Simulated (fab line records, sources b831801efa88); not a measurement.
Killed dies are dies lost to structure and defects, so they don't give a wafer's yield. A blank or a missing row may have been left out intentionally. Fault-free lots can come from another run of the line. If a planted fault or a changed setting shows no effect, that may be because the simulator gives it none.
2 desks, one fault :: flow gf180mcu :: each desk has only its own numbers; what lay behind them comes last

## AT THE TOOL OWNER'S DESK: implanter-03
The tool's own readings at GF_HV_LDD_IMPLANT_48, given as means over the sampled wafers that have a number, one for each lot that went through this tool. If a lot's mean is further than 4 standard deviations from the usual mean, the lot is out of limits and carries the mark OUT (the distance appears in the brackets).
Columns: A = end-station-pressure-torr at GF_HV_LDD_IMPLANT_48, usual 5.16e-06 Torr
lot: L618
first seen here: day 14 05:42
A: 5.32e-06

lot: L626
first seen here: day 17 10:23
A: 4.88e-06
Finding of this desk: none of the 2 lots has anything out of limits.

## METROLOGY DESK
What the gauges read for every lot (on any tool): the sampled wafers with a number, averaged. If a lot's mean is further than 4 standard deviations from the usual mean, the lot is out of limits and carries the mark OUT (the distance appears in the brackets). Shown here are 7 of its 10 readings, the ones lying furthest out on some lot.
Columns: A = cd-nm at GF_HV_LDD_CD_MEAS_46, usual 399.8 nm; B = HV_LDD_03_OVL at GF_HV_LDD_OVL_MEAS_47, usual -0.4 nm; C = HV_LDD_RS at GF_HV_LDD_RS_MEAS_53, usual 418.5 ohm/sq; D = HV_LDD_CVD_54_THK at GF_HV_LDD_THK_MEAS_55, usual 10.01 nm; E = cd-nm at GF_NSD_CD_MEAS_07, usual 399.5 nm; F = NSD_OVL at GF_NSD_OVL_MEAS_08, usual -0.3 nm; G = NSD_TW at GF_NSD_TW_MEAS_12, usual 4270
lot: L616
first seen here: day 12 14:57
A: 398.8
B: 0.3
C: 417.2
D: 10.09
E: 403.3
F: 1.4
G: 4238

lot: L617
first seen here: day 12 20:20
A: 402.0
B: -1.1
C: 417.5
D: 10.19
E: 403.4
F: -1.0
G: 4335

lot: L618
first seen here: day 13 08:46
A: 404.4
B: -1.6
C: 418.5
D: 10.02
E: 398.6
F: 0.3
G: 4357

lot: L626
first seen here: day 16 11:51
A: 396.1
B: -2.5
C: 417.9
D: 9.82
E: 398.8
F: 2.2
G: 4198

lot: L635
first seen here: day 18 23:41
A: 402.0
B: 0.3
C: 418.3
D: 9.97
E: 403.2
F: -0.7
G: 4215
Finding of this desk: none of the 5 lots has anything out of limits.

## PUT TOGETHER
The desk of the tool owner found nothing out of limits.
From the metrology desk's view, nothing was out of limits.

## WHAT HAD BEEN PUT IN BY THE SIMULATOR
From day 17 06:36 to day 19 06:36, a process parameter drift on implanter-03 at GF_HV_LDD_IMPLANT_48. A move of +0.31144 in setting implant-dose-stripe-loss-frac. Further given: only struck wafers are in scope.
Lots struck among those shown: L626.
